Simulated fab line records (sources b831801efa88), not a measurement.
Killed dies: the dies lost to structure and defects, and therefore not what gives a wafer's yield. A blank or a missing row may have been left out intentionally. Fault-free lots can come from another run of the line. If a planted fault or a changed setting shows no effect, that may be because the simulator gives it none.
A struck lot beside a sound one :: flow sky130 :: 33 out of 708 route steps
Sound: these wafers, L865.4, L865.5, L865.6. Struck: wafers L871.2, L871.4, L871.6. The cause is named last.
Order at every step that has rows: each side's tool, ch and its chambers, its first start. Under that, the readings that differ: sound wafers :: struck wafers :: difference of the means :: sigmas: that difference in standard deviations of wafers without a fault.
alike: a reading whose means differ by less than 2 such deviations, as well as words and numbers matching on both sides. not compared: withheld readings; readings where some wafer has no value; bounds like >300 that might hide an equal value; numbers whose values overlap and for which the record gives no deviation.
A row with sigmas, a row that says differs or no value, or rows on one side alone: a step with any of these is where the two part. Non-overlapping numbers with no deviation appear without sigmas and do not part them. A reading missing from all wafers of one side parts the sides only when that side holds two or more wafers.

first, 4 steps without rows for these wafers: SKY_LOCAL_INTERCONNECT_SOFTBAKE_07 (time 90 s); SKY_LOCAL_INTERCONNECT_EXPOSE_08 (exposes mask LI1M, target cd 170 nm); SKY_LOCAL_INTERCONNECT_PEB_09; SKY_LOCAL_INTERCONNECT_DEVELOP_10 (develop time 60 s).
SKY_LOCAL_INTERCONNECT_CD_MEAS_11: target cd 170 nm.
  sound on cdSem-02, day 33 03:28; struck on cdSem-02, day 34 22:46
reading: cdNm (nm)
sound: 172.6 171.0 172.0
struck: 169.9 167.8 168.2
difference: -3.2
sigmas: -2
SKY_LOCAL_INTERCONNECT_OVL_MEAS_12:
  sound on overlay-01, day 33 03:33; struck on overlay-02, day 34 22:53
  alike: LOCAL_INTERCONNECT_OVL
SKY_LOCAL_INTERCONNECT_ETCH_13: etches BARC in N2/H2, stops on SiO2, time 45.9 s, target depth 60 nm.
  sound on rieMetal-01 ch 0,1, day 33 03:35; struck on rieMetal-04 ch 1, day 34 22:55
  alike: drypumpMotorCurrentA, heBacksideLeakSccm, oesProductAu, throttleValvePct
  not compared: rfHoursCounterH
SKY_LOCAL_INTERCONNECT_METAL_ETCH_14: etches TiN in Cl2/BCl3, stops on PSG, target depth 110 nm, time 31.4 s.
  sound on rieMetal-01 ch 0,1, day 33 03:39; struck on rieMetal-04 ch 1, day 34 22:58
  alike: drypumpMotorCurrentA, heBacksideLeakSccm, oesProductAu, throttleValvePct
  not compared: rfHoursCounterH
SKY_LOCAL_INTERCONNECT_STRIP_15: strips in O2/N2.
  sound on plasmaAsher-03 ch 0,1, day 33 03:43; struck on plasmaAsher-02 ch 0,1, day 34 23:01
reading: stripTimeToEndpointS (s)
sound: 4.730 4.753 4.752
struck: 4.692 4.709 4.701
difference: -0.044
sigmas: -2
  alike: drypumpMotorCurrentA, o2FlowSccm, oesProductAu
  not compared: rfHoursCounterH
then, 3 steps without rows for these wafers: SKY_LOCAL_INTERCONNECT_STRIP_16 (strips in post etch residue remover, time 1200 s); SKY_LOCAL_INTERCONNECT_CLEAN_17 (cleans in IPA, time 180 s); SKY_LOCAL_INTERCONNECT_CLEAN_18 (cleans in O3/DIW).
SKY_CONTACT_CVD_00: deposits Si3N4, target thk 75 nm.
  sound on pecvd-01 ch 0,1,2, day 33 04:18; struck on pecvd-01 ch 0,1,2, day 34 23:37
  alike: heaterPowerW, susceptorTempC
SKY_CONTACT_THK_MEAS_01:
  sound on filmMetro-03, day 33 04:21; struck on filmMetro-03, day 34 23:40
reading: CONTACT_CVD_00_THK (nm)
sound: 76.9 74.6 77.8
struck: 61.2 63.0 63.6
difference: -13.8
sigmas: -13
then, 1 step without rows for these wafers: SKY_CONTACT_HDPCVD_02 (deposits SiO2, target thk 565 nm, time 94.2 s).
SKY_CONTACT_THK_MEAS_03:
  sound on filmMetro-04, day 33 04:29; struck on filmMetro-03, day 34 23:47
  alike: CONTACT_HDPCVD_THK
then, 1 step without rows for these wafers: SKY_CONTACT_CMP_04 (polishes SiO2).
SKY_CONTACT_BOW_MEAS_05:
  sound on filmMetro-02, day 33 04:52; struck on filmMetro-03, day 35 00:10
  alike: CONTACT_BOW
then, 8 steps without rows for these wafers: SKY_CONTACT_DEHYDRATE_06 (time 60 s); SKY_CONTACT_HMDS_07 (prime time 60 s); SKY_CONTACT_COAT_08 (resist thk 60 nm); SKY_CONTACT_COAT_09 (resist thk 450 nm); SKY_CONTACT_SOFTBAKE_10 (time 90 s); SKY_CONTACT_EXPOSE_11 (exposes mask CTM1, target cd 170 nm); SKY_CONTACT_PEB_12; SKY_CONTACT_DEVELOP_13 (develop time 60 s).
SKY_CONTACT_CD_MEAS_14: target cd 170 nm.
  sound on cdSem-01, day 34 06:13; struck on cdSem-01, day 36 02:34
reading: cdNm (nm)
sound: 167.1 167.7 168.6
struck: 172.3 171.9 172.4
difference: +4.4
sigmas: +3
SKY_CONTACT_OVL_MEAS_15:
  sound on overlay-01, day 34 06:17; struck on overlay-02, day 36 02:41
  alike: CONTACT_OVL
SKY_CONTACT_ETCH_16: etches BARC in N2/H2, stops on SiO2, time 45.9 s, target depth 60 nm.
  sound on rieDiel-03 ch 0,2,3, day 34 06:20; struck on rieDiel-04 ch 0,1,2, day 36 02:43
  alike: drypumpMotorCurrentA, oesProductAu, throttleValvePct
  not compared: rfHoursCounterH
then, 1 step without rows for these wafers: SKY_CONTACT_ETCH_17 (etches SiO2 in C4F8/O2/Ar, stops on Si3N4, target depth 340 nm).
SKY_CONTACT_ETCH_18: etches Si3N4 in CHF3/O2, stops on TiN, time 39 s, target depth 75 nm.
  sound: rieDiel-03 ch 0,2,3; struck: rieDiel-04 ch 0,1,2
reading: oesProductAu (a.u.)
sound: 0.875 0.847 0.870
struck: 0.760 0.775 0.778
difference: -0.093
sigmas: -11
  alike: O2_flow_sccm, drypumpMotorCurrentA, throttleValvePct
  not compared: rfHoursCounterH
SKY_CONTACT_STRIP_19: strips in O2/N2.
  sound on plasmaAsher-03 ch 0,1, day 34 06:28; struck on plasmaAsher-02 ch 0, day 36 02:50
reading: drypumpMotorCurrentA (A)
sound: 6.2 6.2 6.2
struck: 5.1 5.1 5.1
difference: -1.1
sigmas: -3
  alike: o2FlowSccm, oesProductAu, stripTimeToEndpointS
  not compared: rfHoursCounterH
SKY_PAD_OPEN_PROBE_99:
  the record holds rows for the sound wafers here (prober-02, day 47 21:03) but none for the struck ones

## WHERE THEY PART
First at SKY_LOCAL_INTERCONNECT_CD_MEAS_11; last, within this record, at SKY_PAD_OPEN_PROBE_99.

WHY: what had been put in by the simulator
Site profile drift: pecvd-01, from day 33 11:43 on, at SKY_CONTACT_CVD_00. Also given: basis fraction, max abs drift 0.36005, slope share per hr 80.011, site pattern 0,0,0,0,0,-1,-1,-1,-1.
